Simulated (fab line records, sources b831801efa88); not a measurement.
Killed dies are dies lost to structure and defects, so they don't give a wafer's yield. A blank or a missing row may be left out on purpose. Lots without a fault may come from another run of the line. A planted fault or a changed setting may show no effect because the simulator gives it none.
One fault seen from 2 desks | flow sfq_line | each desk has only its own numbers; what lay behind them comes last

THE TOOL OWNER'S DESK: rie_diel-04
The tool's own readings at SFQ_TRILAYER_I5_ETCH_VIA_ETCH_147 (etches the open film in CHF3, stops on Nb, target depth 360 nm): means of the sampled wafers that have a number, for each lot that ran on this tool. A lot is out of limits, marked OUT, if its mean lies more than 4 standard deviations from the usual mean; the brackets give that distance.
Columns: A = drypump_motor_current_A at SFQ_TRILAYER_I5_ETCH_VIA_ETCH_147, usual 5.6 A; B = oes_product_au at SFQ_TRILAYER_I5_ETCH_VIA_ETCH_147, usual 0.990 a.u.; C = rf_fwd_power_W at SFQ_TRILAYER_I5_ETCH_VIA_ETCH_147, usual 498.4 W
lot  | first seen here | A   | B                | C
L611 | day 67 09:17    | 5.6 | 0.991            | 498.0
L613 | day 68 03:17    | 5.2 | 0.963 (-4.3) OUT | 419.9 (-52) OUT
L614 | day 69 07:35    | 5.4 | 0.956 (-5.3) OUT | 418.8 (-53) OUT
This desk's finding: out of limits on L613, L614; first on L613, day 68 03:17 (oes_product_au at SFQ_TRILAYER_I5_ETCH_VIA_ETCH_147). In limits: L611.

THE METROLOGY DESK
What the gauges read, lot by lot, whatever tool the lot ran on: means of the sampled wafers that have a number. A lot is out of limits, marked OUT, if its mean lies more than 4 standard deviations from the usual mean; the brackets give that distance.
Columns: A = I5_OVL at SFQ_I5_OVL_MEAS_936, usual -3 nm
lot  | first seen here | A
L606 | day 66 13:53    | -4
L611 | day 67 09:13    | 1
L613 | day 68 03:13    | -3
L614 | day 69 07:31    | -6
L622 | day 72 03:32    | 4
L625 | day 72 16:44    | 5
This desk's finding: nothing out of limits on any of the 6 lots.

PUT TOGETHER
The tool owner's desk could have raised an alarm at day 68 03:17, on L613, L614.
The metrology desk saw nothing out of limits.
The metrology desk has L613, L614 on record, within its limits.
Of the lots named, all ran SFQ_TRILAYER_I5_ETCH_VIA_ETCH_147 on rie_diel-04.

WHAT THE SIMULATOR HAD PUT IN
Process parameter drift: rie_diel-04, from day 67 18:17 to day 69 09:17, at SFQ_TRILAYER_I5_ETCH_VIA_ETCH_147. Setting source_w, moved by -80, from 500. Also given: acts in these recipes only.
Lots struck among those shown: L613, L614.
Hours from the fault's start to each desk's first reading out of limits: the tool owner's desk, 9.
